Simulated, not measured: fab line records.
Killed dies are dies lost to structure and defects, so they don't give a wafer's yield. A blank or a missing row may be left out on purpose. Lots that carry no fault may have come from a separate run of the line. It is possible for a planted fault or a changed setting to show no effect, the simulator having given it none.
fab line records	flow sky130
record lots=24	wafers=72	lastDay=50
route steps=708 shown LOCAL_INTERCONNECT@402 METAL1@435 VIA1@478 METAL2@486
lots that met no fault: from a run of the same line without faults
startH: the number of hours between the record's first day and the start of the first shown wafer of the lot	waitH: hours elapsed since this lot's preceding step	" repeats the value in the row above	L1.1+2: a row that stands for several wafers	- value missing, or start not given	* or withheld: withheld	< > ~ a bound
route shown NAME@n: NAME is a module with steps in the file, n the number in the route of the first one	usual: mean/standard deviation of fault-free wafers	same: alike in all rows	chamber/n: place in a boat	sites: the reading at each site	_std_site: the values' standard deviation	_edge_site: inner sites' mean taken away from outer sites' mean	radiusMm: how far each site lies from the wafer's centre	mask NAME#n: copy n	behind: tool/chamber where the wafer was last shaped	hold: what put the lot on hold/how long, in hours/how the hold closed	device: transistor that didn't switch, given as n, p or np	end of line: at the end of the route, the tests of the same wafers	a step given without rows: its recipe and nothing more	killed: not the wafer's yield, but the dies lost to structure and defects at the first sort	map: shows each die of a wafer: x if killed, . if not, _ if none is there
set.NAME: setting as actually run; set.NAME@STEP: the setting as run at that earlier step	model.NAME: the simulator's own value behind a step, which no gauge read
the route's steps for a sample of lots (tables are steps, rows are wafers)
services: when a tool's chamber went out of use (startH, in hours from the record's first day, below 0 if earlier), for how many hours, and the reason
## steps
# step SKY_LOCAL_INTERCONNECT_STRIP_15
# recipe chemistry=O2/N2	powerW=1400	pressureMtorr=1500	platenTempC=withheld	o2FlowSccm=3000	n2FlowSccm=300	overashFraction=0.5
# usual drypumpMotorCurrentA=5.9/0.52	oesProductAu=0.429/0.0045	stripTimeToEndpointS=4.767/0.019
lot.wafer	tool	chamber	startH	waitH	drypumpMotorCurrentA	oesProductAu	rfHoursCounterH	stripTimeToEndpointS
L074.4	plasmaAsher-03	0	713.07	0.1	5.5	0.433	-	4.779
L074.5	"	1	"	"	6.5	0.429	-	4.792
L074.6	"	0	"	"	5.5	0.433	-	4.781
L075.4	plasmaAsher-02	0	715.79	0.1	5.4	0.434	-	4.812
L075.5	"	0	"	"	5.4	0.427	-	4.784
L075.6	"	1	"	"	6.4	0.436	-	4.762
L076.3	plasmaAsher-02	1	720.59	0.1	6.5	0.428	-	4.776
L076.4	"	0	"	"	5.4	0.436	-	4.778
L076.6	"	1	"	"	6.4	0.428	-	4.790
L077.1	plasmaAsher-03	1	732.97	0.0	6.5	0.427	81	4.770
L077.2	"	0	"	"	5.5	0.440	81	4.726
L077.3	"	1	"	"	6.5	0.433	-	4.756
L078.1	plasmaAsher-04	0	734.75	0.0	6.1	0.418	29	4.769
L078.2	"	1	"	"	5.1	0.424	29	4.745
L078.4	"	0	"	"	6.2	0.429	-	4.769
L079.2	plasmaAsher-03	0	740.67	0.0	5.5	0.423	83	4.775
L079.3	"	1	"	"	6.4	0.423	-	4.764
L079.6	"	1	"	"	6.4	0.426	-	4.764
L080.3	plasmaAsher-02	0	746.45	0.1	5.4	0.430	-	4.738
L080.4	"	1	"	"	6.4	0.431	-	4.738
L080.5	"	0	"	"	5.4	0.425	-	4.732
L081.1	plasmaAsher-04	1	755.90	0.0	5.1	0.434	32	4.759
L081.2	"	0	"	"	6.1	0.424	32	4.756
L081.6	"	1	"	"	5.1	0.427	-	4.763
L082.1	plasmaAsher-04	0	766.36	0.0	6.2	0.436	33	4.799
L082.3	"	0	"	"	6.2	0.433	-	4.749
L082.6	"	0	"	"	6.1	0.426	-	4.763
L083.2	plasmaAsher-03	0	771.32	0.0	5.5	0.431	86	4.771
L083.3	"	1	"	"	6.5	0.432	-	4.777
L083.6	"	0	"	"	5.5	0.424	-	4.764
L084.1	plasmaAsher-03	1	774.17	0.0	6.5	0.434	86	4.739
L084.3	"	0	"	"	5.5	0.428	-	4.755
L084.6	"	1	"	"	6.5	0.425	-	4.753
L085.1	plasmaAsher-04	0	790.67	0.0	6.1	0.433	35	4.755
L085.2	"	1	"	"	5.1	0.427	35	4.734
L085.6	"	0	"	"	6.1	0.428	-	4.777
L086.1	plasmaAsher-02	0	794.08	0.1	5.4	0.431	4	4.746
L086.3	"	0	"	"	5.4	0.427	-	4.756
L086.5	"	0	"	"	5.5	0.427	-	4.766
L087.3	plasmaAsher-03	1	801.24	0.1	6.5	0.425	-	4.788
L087.5	"	0	"	"	5.6	0.433	-	4.780
L087.6	"	1	"	"	6.4	0.427	-	4.792
L088.1	plasmaAsher-04	0	819.86	0.0	6.1	0.428	38	4.762
L088.2	"	1	"	"	5.1	0.433	38	4.748
L088.3	"	1	"	"	5.1	0.430	-	4.776
L089.2	plasmaAsher-03	0	824.62	0.1	5.5	0.429	91	4.772
L089.4	"	0	"	"	5.5	0.429	-	4.781
L089.6	"	1	"	"	6.5	0.438	-	4.776
L090.1	plasmaAsher-02	0	839.79	0.0	5.4	0.429	9	4.794
L090.5	"	0	"	"	5.4	0.427	-	4.796
L090.6	"	1	"	"	6.4	0.429	-	4.801
L091.1	plasmaAsher-02	0	846.27	0.1	5.5	0.426	9	4.743
L091.2	"	1	"	"	6.4	0.425	9	4.753
L091.5	"	0	"	"	5.5	0.426	-	4.773
L093.1	plasmaAsher-04	0	851.38	0.1	6.2	0.438	41	4.753
L093.4	"	1	"	"	5.2	0.428	-	4.776
L093.5	"	1	"	"	5.1	0.427	-	4.753
L092.1	plasmaAsher-03	1	851.56	0.0	6.5	0.422	94	4.779
L092.3	"	0	"	"	5.5	0.423	-	4.782
L092.4	"	1	"	"	6.5	0.430	-	4.774
L094.1	plasmaAsher-03	0	853.86	0.0	5.5	0.435	94	4.734
L094.4	"	1	"	"	6.5	0.428	-	4.767
L094.6	"	1	"	"	6.5	0.428	-	4.750
L095.1	plasmaAsher-04	0	881.71	0.0	6.2	0.431	44	4.773
L095.4	"	1	"	"	5.1	0.426	-	4.789
L095.5	"	1	"	"	5.1	0.432	-	4.775
L097.1	plasmaAsher-04	1	882.66	0.0	5.1	0.427	45	4.781
L097.3	"	1	"	"	5.2	0.426	-	4.764
L097.5	"	1	"	"	5.1	0.428	-	4.748
L096.3	plasmaAsher-04	0	890.94	0.1	6.1	0.427	-	4.754
L096.4	"	1	"	"	5.1	0.433	-	4.774
L096.5	"	0	"	"	6.2	0.429	-	4.745
# step SKY_METAL1_SPUTTER_01
# recipe material=TiN	targetThkNm=20	powerW=6500	timeS=16.7	chamberPressurePa=0.4
# usual throttleValvePct=30.2/1.4
lot.wafer	tool	chamber	startH	waitH	throttleValvePct
L074.4	pvdSputter-04	-	742.63	0.0	30.5
L074.5	"	-	"	"	30.3
L074.6	"	-	"	"	30.7
L075.4	pvdSputter-04	-	745.87	0.0	30.4
L075.5	"	-	"	"	30.0
L075.6	"	-	"	"	30.2
L076.3	pvdSputter-01	-	749.32	0.0	29.1
L076.4	"	-	"	"	29.4
L076.6	"	-	"	"	29.6
L077.1	pvdSputter-03	-	763.24	0.0	30.6
L077.2	"	-	"	"	33.1
L077.3	"	-	"	"	28.4
L078.1	pvdSputter-03	-	764.40	0.0	28.2
L078.2	"	-	"	"	30.4
L078.4	"	-	"	"	28.6
L079.2	pvdSputter-03	-	770.43	0.0	32.9
L079.3	"	-	"	"	30.7
L079.6	"	-	"	"	28.7
L080.3	pvdSputter-04	-	776.52	0.0	29.7
L080.4	"	-	"	"	30.3
L080.5	"	-	"	"	30.5
L081.1	pvdSputter-04	-	784.52	0.0	30.8
L081.2	"	-	"	"	30.2
L081.6	"	-	"	"	29.6
L082.1	pvdSputter-03	-	796.49	0.0	33.1
L082.3	"	-	"	"	28.6
L082.6	"	-	"	"	28.1
L083.2	pvdSputter-03	-	800.95	0.0	33.2
L083.3	"	-	"	"	30.3
L083.6	"	-	"	"	28.3
L084.1	pvdSputter-04	-	803.20	0.0	30.9
L084.3	"	-	"	"	30.1
L084.6	"	-	"	"	30.9
L085.1	pvdSputter-04	-	818.60	0.0	30.1
L085.2	"	-	"	"	30.6
L085.6	"	-	"	"	30.6
L086.1	pvdSputter-04	-	822.74	0.0	30.6
L086.3	"	-	"	"	30.1
L086.5	"	-	"	"	30.5
L087.3	pvdSputter-03	-	830.53	0.0	30.7
L087.5	"	-	"	"	33.2
L087.6	"	-	"	"	28.4
L088.1	pvdSputter-03	-	848.94	0.0	28.6
L088.2	"	-	"	"	28.4
L088.3	"	-	"	"	30.6
L089.2	pvdSputter-03	-	853.57	0.0	33.3
L089.4	"	-	"	"	30.7
L089.6	"	-	"	"	32.9
L090.1	pvdSputter-03	-	867.43	0.0	33.2
L090.5	"	-	"	"	30.6
L090.6	"	-	"	"	28.9
L091.1	pvdSputter-04	-	873.98	0.0	30.7
L091.2	"	-	"	"	30.3
L091.5	"	-	"	"	30.2
L093.1	pvdSputter-03	-	879.62	0.0	28.5
L093.4	"	-	"	"	33.1
L093.5	"	-	"	"	33.0
L092.1	pvdSputter-04	-	879.92	0.0	30.6
L092.3	"	-	"	"	29.8
L092.4	"	-	"	"	30.2
L094.1	pvdSputter-01	-	882.37	0.0	31.5
L094.4	"	-	"	"	31.5
L094.6	"	-	"	"	29.0
L095.1	pvdSputter-04	-	909.67	0.0	30.2
L095.4	"	-	"	"	29.7
L095.5	"	-	"	"	30.2
L097.1	pvdSputter-04	-	910.93	0.0	30.2
L097.3	"	-	"	"	30.4
L097.5	"	-	"	"	30.2
L096.3	pvdSputter-03	-	918.92	0.0	32.9
L096.4	"	-	"	"	28.1
L096.5	"	-	"	"	28.9
# step SKY_METAL1_RS_MEAS_05
# recipe thkMeasGauge=four-point-probe	reads=TiN_of_METAL1_SPUTTER_04+Ti_of_METAL1_SPUTTER_03+AlCu_of_METAL1_SPUTTER_02+TiN_of_METAL1_SPUTTER_01+Ti_of_METAL1_SPUTTER_00
# usual METAL1_ALCU_RS=0.1272/0.0012
lot.wafer	tool	chamber	startH	waitH	METAL1_ALCU_RS[ohm/sq]
L074.4	filmMetro-03	-	742.81	0.1	0.1281
L074.5	"	-	"	"	0.1271
L074.6	"	-	"	"	0.1277
L075.4	filmMetro-04	-	746.05	0.1	0.1275
L075.5	"	-	"	"	0.1268
L075.6	"	-	"	"	0.1273
L076.3	filmMetro-03	-	749.48	0.1	0.1263
L076.4	"	-	"	"	0.1260
L076.6	"	-	"	"	0.1271
L077.1	filmMetro-01	-	763.36	0.0	0.1260
L077.2	"	-	"	"	0.1252
L077.3	"	-	"	"	0.1259
L078.1	filmMetro-04	-	764.51	0.0	0.1269
L078.2	"	-	"	"	0.1292
L078.4	"	-	"	"	0.1281
L079.2	filmMetro-03	-	770.57	0.0	0.1258
L079.3	"	-	"	"	0.1261
L079.6	"	-	"	"	0.1267
L080.3	filmMetro-01	-	776.68	0.1	0.1278
L080.4	"	-	"	"	0.1289
L080.5	"	-	"	"	0.1292
L081.1	filmMetro-03	-	784.63	0.0	0.1287
L081.2	"	-	"	"	0.1279
L081.6	"	-	"	"	0.1285
L082.1	filmMetro-01	-	796.61	0.0	0.1276
L082.3	"	-	"	"	0.1272
L082.6	"	-	"	"	0.1267
L083.2	filmMetro-03	-	801.09	0.0	0.1271
L083.3	"	-	"	"	0.1278
L083.6	"	-	"	"	0.1274
L084.1	filmMetro-01	-	803.32	0.0	0.1302
L084.3	"	-	"	"	0.1297
L084.6	"	-	"	"	0.1302
L085.1	filmMetro-03	-	818.71	0.0	0.1265
L085.2	"	-	"	"	0.1266
L085.6	"	-	"	"	0.1269
L086.1	filmMetro-01	-	822.86	0.0	0.1281
L086.3	"	-	"	"	0.1275
L086.5	"	-	"	"	0.1278
L087.3	filmMetro-01	-	830.69	0.1	0.1284
L087.5	"	-	"	"	0.1276
L087.6	"	-	"	"	0.1277
L088.1	filmMetro-01	-	849.06	0.0	0.1264
L088.2	"	-	"	"	0.1265
L088.3	"	-	"	"	0.1271
L089.2	filmMetro-04	-	853.71	0.0	0.1256
L089.4	"	-	"	"	0.1256
L089.6	"	-	"	"	0.1264
L090.1	filmMetro-01	-	867.55	0.0	0.1272
L090.5	"	-	"	"	0.1268
L090.6	"	-	"	"	0.1271
L091.1	filmMetro-03	-	874.10	0.0	0.1266
L091.2	"	-	"	"	0.1260
L091.5	"	-	"	"	0.1256
L093.1	filmMetro-04	-	879.74	0.0	0.1265
L093.4	"	-	"	"	0.1259
L093.5	"	-	"	"	0.1259
L092.1	filmMetro-04	-	880.04	0.0	0.1274
L092.3	"	-	"	"	0.1282
L092.4	"	-	"	"	0.1266
L094.1	filmMetro-01	-	882.48	0.0	0.1261
L094.4	"	-	"	"	0.1257
L094.6	"	-	"	"	0.1263
L095.1	filmMetro-04	-	909.79	0.0	0.1258
L095.4	"	-	"	"	0.1259
L095.5	"	-	"	"	0.1254
L097.1	filmMetro-04	-	911.05	0.0	0.1266
L097.3	"	-	"	"	0.1268
L097.5	"	-	"	"	0.1272
L096.3	filmMetro-01	-	919.08	0.1	0.1267
L096.4	"	-	"	"	0.1262
L096.5	"	-	"	"	0.1280
# step SKY_VIA1_SPUTTER_20
# recipe material=TiN	targetThkNm=20	chamberPressurePa=5	powerW=4000	timeS=80
# usual throttleValvePct=29.9/0.71
lot.wafer	tool	chamber	startH	waitH	throttleValvePct
L074.4	pvdSputter-02	-	799.23	0.0	29.5
L074.5	"	-	"	"	30.9
L074.6	"	-	"	"	28.6
L075.4	pvdSputter-04	-	802.49	0.0	29.7
L075.5	"	-	"	"	30.3
L075.6	"	-	"	"	30.7
L076.3	pvdSputter-02	-	804.12	0.0	29.5
L076.4	"	-	"	"	30.5
L076.6	"	-	"	"	28.8
L077.1	pvdSputter-02	-	817.65	0.0	29.7
L077.2	"	-	"	"	29.3
L077.3	"	-	"	"	28.7
L078.1	pvdSputter-04	-	819.96	0.0	30.1
L078.2	"	-	"	"	30.3
L078.4	"	-	"	"	30.3
L079.2	pvdSputter-04	-	825.44	0.0	30.4
L079.3	"	-	"	"	30.0
L079.6	"	-	"	"	30.5
L080.3	pvdSputter-04	-	831.27	0.0	29.7
L080.4	"	-	"	"	30.4
L080.5	"	-	"	"	30.1
L081.1	pvdSputter-02	-	838.12	0.0	29.8
L081.2	"	-	"	"	30.7
L081.6	"	-	"	"	30.8
L082.1	pvdSputter-02	-	851.79	0.0	29.7
L082.3	"	-	"	"	29.4
L082.6	"	-	"	"	29.0
L083.2	pvdSputter-04	-	855.47	0.0	30.4
L083.3	"	-	"	"	30.8
L083.6	"	-	"	"	30.3
L084.1	pvdSputter-02	-	857.41	0.0	30.7
L084.3	"	-	"	"	28.4
L084.6	"	-	"	"	29.5
L085.1	pvdSputter-02	-	872.32	0.0	28.8
L085.2	"	-	"	"	29.7
L085.6	"	-	"	"	29.5
L086.1	pvdSputter-01	-	877.05	0.0	28.7
L086.3	"	-	"	"	29.7
L086.5	"	-	"	"	29.7
L087.3	pvdSputter-02	-	884.57	0.0	29.8
L087.5	"	-	"	"	29.6
L087.6	"	-	"	"	28.5
L088.1	pvdSputter-04	-	902.44	0.0	29.7
L088.2	"	-	"	"	30.0
L088.3	"	-	"	"	30.2
L089.2	pvdSputter-01	-	907.28	0.0	29.9
L089.4	"	-	"	"	29.5
L089.6	"	-	"	"	29.7
L090.1	pvdSputter-02	-	919.87	0.0	29.4
L090.5	"	-	"	"	29.5
L090.6	"	-	"	"	28.8
L091.1	pvdSputter-04	-	927.42	0.0	30.2
L091.2	"	-	"	"	30.4
L091.5	"	-	"	"	29.6
L093.1	pvdSputter-04	-	931.35	0.0	30.7
L093.4	"	-	"	"	30.2
L093.5	"	-	"	"	30.2
L092.1	pvdSputter-04	-	931.98	0.0	30.5
L092.3	"	-	"	"	30.4
L092.4	"	-	"	"	30.4
L094.1	pvdSputter-02	-	934.56	0.0	29.9
L094.4	"	-	"	"	28.8
L094.6	"	-	"	"	29.4
L095.1	pvdSputter-02	-	961.55	0.0	29.7
L095.4	"	-	"	"	29.3
L095.5	"	-	"	"	30.8
L097.1	pvdSputter-04	-	962.11	0.0	30.0
L097.3	"	-	"	"	30.7
L097.5	"	-	"	"	30.7
L096.3	pvdSputter-04	-	969.01	0.0	29.6
L096.4	"	-	"	"	30.4
L096.5	"	-	"	"	30.2
# step SKY_VIA1_CVD_21
# recipe material=W	targetThkNm=270	timeS=80.902	tempC=400	pressureTorr=40
# usual heaterPowerW=860/21
lot.wafer	tool	chamber	startH	waitH	heaterPowerW	sinceWetCleanH
L074.4	cvdW-01	1	799.32	0.1	851	-
L074.5	"	0	"	"	881	-
L074.6	"	1	"	"	840	-
L075.4	cvdW-02	1	802.55	0.0	889	-
L075.5	"	1	"	"	870	-
L075.6	"	0	"	"	881	-
L076.3	cvdW-02	0	804.21	0.1	869	-
L076.4	"	1	"	"	874	-
L076.6	"	0	"	"	884	-
L077.1	cvdW-01	0	817.71	0.0	859	414
L077.2	"	1	"	"	875	414
L077.3	"	0	"	"	869	-
L078.1	cvdW-02	0	820.02	0.0	896	916
L078.2	"	1	"	"	886	916
L078.4	"	0	"	"	872	-
L079.2	cvdW-01	1	825.50	0.0	844	422
L079.3	"	0	"	"	859	-
L079.6	"	1	"	"	854	-
L080.3	cvdW-01	1	831.36	0.1	854	-
L080.4	"	0	"	"	872	-
L080.5	"	1	"	"	842	-
L081.1	cvdW-01	1	838.18	0.0	856	434
L081.2	"	0	"	"	853	434
L081.6	"	0	"	"	870	-
L082.1	cvdW-01	0	851.85	0.0	863	448
L082.3	"	0	"	"	877	-
L082.6	"	1	"	"	843	-
L083.2	cvdW-01	0	855.53	0.0	879	452
L083.3	"	0	"	"	870	-
L083.6	"	1	"	"	846	-
L084.1	cvdW-01	0	857.47	0.0	841	453
L084.3	"	0	"	"	884	-
L084.6	"	1	"	"	846	-
L085.1	cvdW-02	1	872.38	0.0	860	968
L085.2	"	0	"	"	898	968
L085.6	"	0	"	"	864	-
L086.1	cvdW-01	1	877.11	0.0	847	473
L086.3	"	1	"	"	830	-
L086.5	"	1	"	"	814	-
L087.3	cvdW-02	0	884.66	0.1	905	-
L087.5	"	1	"	"	875	-
L087.6	"	0	"	"	883	-
L088.1	cvdW-02	0	902.50	0.0	881	999
L088.2	"	1	"	"	887	999
L088.3	"	0	"	"	889	-
L089.2	cvdW-01	1	907.34	0.0	831	503
L089.4	"	0	"	"	877	-
L089.6	"	1	"	"	844	-
L090.1	cvdW-02	0	919.93	0.0	844	2
L090.5	"	0	"	"	842	-
L090.6	"	0	"	"	840	-
L091.1	cvdW-01	1	927.48	0.0	854	523
L091.2	"	0	"	"	864	523
L091.5	"	0	"	"	865	-
L093.1	cvdW-01	1	931.41	0.0	827	527
L093.4	"	0	"	"	869	-
L093.5	"	1	"	"	870	-
L092.1	cvdW-02	0	932.04	0.0	828	14
L092.3	"	0	"	"	834	-
L092.4	"	1	"	"	908	-
L094.1	cvdW-01	1	934.62	0.0	834	531
L094.4	"	1	"	"	840	-
L094.6	"	0	"	"	848	-
L095.1	cvdW-02	1	961.62	0.0	888	44
L095.4	"	1	"	"	895	-
L095.5	"	0	"	"	842	-
L097.1	cvdW-01	0	962.17	0.0	861	558
L097.3	"	0	"	"	870	-
L097.5	"	0	"	"	862	-
L096.3	cvdW-02	1	969.10	0.1	887	-
L096.4	"	0	"	"	849	-
L096.5	"	1	"	"	872	-
# step SKY_METAL2_SPUTTER_03
# recipe material=Ti	targetThkNm=5	powerW=3000	timeS=3.3	chamberPressurePa=0.4
# usual throttleValvePct=30.0/1.5
lot.wafer	tool	chamber	startH	waitH	throttleValvePct
L074.4	pvdSputter-03	-	799.94	0.0	28.4
L074.5	"	-	"	"	28.1
L074.6	"	-	"	"	30.6
L075.4	pvdSputter-03	-	803.18	0.0	28.1
L075.5	"	-	"	"	30.8
L075.6	"	-	"	"	32.9
L076.3	pvdSputter-03	-	804.83	0.0	28.5
L076.4	"	-	"	"	28.3
L076.6	"	-	"	"	30.4
L077.1	pvdSputter-03	-	818.36	0.0	30.5
L077.2	"	-	"	"	28.6
L077.3	"	-	"	"	28.0
L078.1	pvdSputter-02	-	820.67	0.0	29.6
L078.2	"	-	"	"	30.8
L078.4	"	-	"	"	29.7
L079.2	pvdSputter-03	-	826.14	0.0	28.4
L079.3	"	-	"	"	33.4
L079.6	"	-	"	"	28.1
L080.3	pvdSputter-03	-	831.98	0.0	28.4
L080.4	"	-	"	"	28.6
L080.5	"	-	"	"	30.5
L081.1	pvdSputter-03	-	838.83	0.0	28.4
L081.2	"	-	"	"	30.8
L081.6	"	-	"	"	33.2
L082.1	pvdSputter-03	-	852.50	0.0	28.5
L082.3	"	-	"	"	28.0
L082.6	"	-	"	"	28.3
L083.2	pvdSputter-02	-	856.18	0.0	28.5
L083.3	"	-	"	"	29.9
L083.6	"	-	"	"	30.7
L084.1	pvdSputter-02	-	858.17	0.0	30.9
L084.3	"	-	"	"	29.6
L084.6	"	-	"	"	29.6
L085.1	pvdSputter-03	-	873.02	0.0	30.5
L085.2	"	-	"	"	33.0
L085.6	"	-	"	"	28.0
L086.1	pvdSputter-03	-	877.75	0.0	33.1
L086.3	"	-	"	"	30.4
L086.5	"	-	"	"	33.1
L087.3	pvdSputter-01	-	885.27	0.0	28.7
L087.5	"	-	"	"	28.8
L087.6	"	-	"	"	29.6
L088.1	pvdSputter-01	-	903.14	0.0	29.5
L088.2	"	-	"	"	29.2
L088.3	"	-	"	"	31.3
L089.2	pvdSputter-01	-	907.98	0.0	29.6
L089.4	"	-	"	"	29.8
L089.6	"	-	"	"	29.9
L090.1	pvdSputter-01	-	920.67	0.0	29.7
L090.5	"	-	"	"	31.1
L090.6	"	-	"	"	29.7
L091.1	pvdSputter-03	-	928.13	0.0	30.6
L091.2	"	-	"	"	28.2
L091.5	"	-	"	"	28.2
L093.1	pvdSputter-02	-	932.20	0.0	29.5
L093.4	"	-	"	"	28.6
L093.5	"	-	"	"	31.0
L092.1	pvdSputter-03	-	932.69	0.0	30.7
L092.3	"	-	"	"	28.6
L092.4	"	-	"	"	28.4
L094.1	pvdSputter-02	-	935.27	0.0	30.5
L094.4	"	-	"	"	29.5
L094.6	"	-	"	"	29.6
L095.1	pvdSputter-03	-	962.26	0.0	33.1
L095.4	"	-	"	"	28.3
L095.5	"	-	"	"	28.4
L097.1	pvdSputter-01	-	962.82	0.0	31.3
L097.3	"	-	"	"	28.9
L097.5	"	-	"	"	30.0
L096.3	pvdSputter-01	-	969.74	0.0	28.9
L096.4	"	-	"	"	29.8
L096.5	"	-	"	"	31.2
## services
tool	chamber	startH	hours	kind
pvdSputter-04	-	692.16	5.4	repair
plasmaAsher-04	-	696.43	2.8	pm
plasmaAsher-04	-	726.51	1.1	repair
plasmaAsher-02	-	733.75	9.0	pm
plasmaAsher-02	-	737.72	0.4	repair
plasmaAsher-02	-	747.12	1.4	repair
pvdSputter-04	-	747.59	2.7	repair
plasmaAsher-02	-	768.09	3.8	pm
plasmaAsher-04	-	778.93	1.3	repair
pvdSputter-01	-	783.47	75.5	repair
pvdSputter-02	-	791.30	2.0	repair
pvdSputter-03	-	791.32	2.4	repair
pvdSputter-01	-	793.56	13.3	repair
pvdSputter-01	-	831.63	4.3	repair
pvdSputter-01	-	840.94	0.5	repair
pvdSputter-03	-	855.91	0.9	repair
cvdW-01	-	886.63	1.1	repair
pvdSputter-04	-	889.97	1.9	repair
plasmaAsher-02	-	896.95	15.6	pm
pvdSputter-02	-	899.78	9.3	repair
cvdW-02	-	904.00	14.0	pm
cvdW-02	1	913.29	14.8	repair
cvdW-02	1	934.61	8.5	repair
pvdSputter-04	-	950.55	2.1	repair
## key
fault none
